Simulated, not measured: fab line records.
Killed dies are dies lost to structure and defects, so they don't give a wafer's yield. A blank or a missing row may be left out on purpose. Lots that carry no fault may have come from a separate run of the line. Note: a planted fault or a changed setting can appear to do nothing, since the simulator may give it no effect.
Which tool did it? -- flow sky130 -- 14 lots, 42 wafers sampled, at 2 steps of a route of 708

== WHAT THE GAUGES SHOWED, per wafer ==
No reading from a measuring or inspecting step in the record can be judged against a usual standard deviation.

== WHICH TOOL RAN EACH LOT (tool, then ch and the chambers of the sampled wafers, then the start) ==
lot,SKY_SONOS_ONO_ETCH_15,SKY_PAD_OPEN_PROBE_99
L397,"rie_diel-02 ch 1,2, day 12 10:45",-
L398,"rie_diel-03 ch 0,1,3, day 12 19:00",-
L399,"rie_diel-02 ch 1,2,3, day 13 08:15",-
L400,"rie_diel-03 ch 2,3, day 13 14:51",-
L401,"rie_diel-04 ch 0,2, day 13 15:54",-
L402,"rie_diel-02 ch 0,1,3, day 14 02:57",-
L405,"rie_diel-03 ch 1,2,3, day 15 02:51",-
L406,"rie_diel-03 ch 0,1, day 15 14:50",-
L409,"rie_diel-03 ch 0,1, day 16 21:44",-
L413,"rie_diel-04 ch 1,2,3, day 18 00:50","prober-01, day 49 11:10"
L416,"rie_diel-03 ch 1,2,3, day 19 05:54",-
L418,"rie_diel-03 ch 0,1,3, day 20 01:15",-
L419,"rie_diel-03 ch 0,1,3, day 20 18:12",-
L420,"rie_diel-03 ch 0,2,3, day 21 10:36",-
- SKY_SONOS_ONO_ETCH_15: etches the open film in CHF3/O2, target depth 19.52 nm, time 7.8 s.
- SKY_PAD_OPEN_PROBE_99

== AS READ BY THE TOOLS THEMSELVES (means over the sampled wafers that have a number; for cases with no such wafer, the mark the record gives instead) ==
SKY_SONOS_ONO_ETCH_15. Usual: drypump_motor_current_A 5.9 A, standard deviation 0.61; oes_product_au 1.000 a.u., standard deviation 0.011; rf_fwd_power_W 588 W, standard deviation 3.4; throttle_valve_pct 8.825 %, standard deviation 0.009.
lot,tool,drypump_motor_current_A (A),oes_product_au (a.u.),rf_fwd_power_W (W),throttle_valve_pct (%),flag
L397,rie_diel-02,6.2,1.000,589,8.828,
L398,rie_diel-03,5.9,1.008,585,8.834,
L399,rie_diel-02,6.0,1.001,591,8.827,
L400,rie_diel-03,6.2,0.985,590,8.821,
L401,rie_diel-04,6.1,0.995,590,8.825,
L402,rie_diel-02,5.5,1.009,592,8.831,
L405,rie_diel-03,5.7,0.998,586,8.831,
L406,rie_diel-03,5.7,0.968,490,8.818,OFF
L409,rie_diel-03,5.4,0.961,493,8.810,OFF
L413,rie_diel-04,6.2,1.016,585,8.829,
L416,rie_diel-03,5.7,0.996,588,8.837,
L418,rie_diel-03,5.9,1.005,587,8.829,
L419,rie_diel-03,5.9,0.994,587,8.821,
L420,rie_diel-03,5.9,0.999,588,8.829,

SKY_PAD_OPEN_PROBE_99. Usual: killed_at_M0_to_M3 44, standard deviation 7.2; killed_at_M4_up 3.4, standard deviation 2.1; killed_at_contacts 24, standard deviation 5.5; killed_at_front_end 15, standard deviation 4.6; killed_at_other 0.4, standard deviation 0.64; killed_dies 86, standard deviation 9.1; killed_open 47, standard deviation 7.5; killed_short 39, standard deviation 5.8.
lot,tool,killed_at_M0_to_M3,killed_at_M4_up,killed_at_contacts,killed_at_front_end,killed_at_other,killed_dies,killed_open,killed_short,flag
L413,prober-01,47,4.0,18,12,0.3,81,43,38,

== THE ANSWER, worked out from the rows above alone ==
Rule: take the mean of a lot's wafers that have a number; if it is more than 3 standard deviations from the usual mean, the lot is off. Also off: a lot with no number at a reading for which 4 or more lots have one. Where the step has rows for the other lots, those lots are counted as sound. After the gauges, taken in route order, come the tools' own readings; for these a lot's mean is taken, as printed above. At the first step where some lot is off, the reading lying furthest off is the one used; lots without a number count as furthest.
Off: L406, L409 (SKY_SONOS_ONO_ETCH_15, rf_fwd_power_W).
A tool fits if, at that step or a process step before it, it ran every lot that is off, and no sound lot after the first of them. None of those tried fits.

== WHAT THE SIMULATOR PUT IN ==
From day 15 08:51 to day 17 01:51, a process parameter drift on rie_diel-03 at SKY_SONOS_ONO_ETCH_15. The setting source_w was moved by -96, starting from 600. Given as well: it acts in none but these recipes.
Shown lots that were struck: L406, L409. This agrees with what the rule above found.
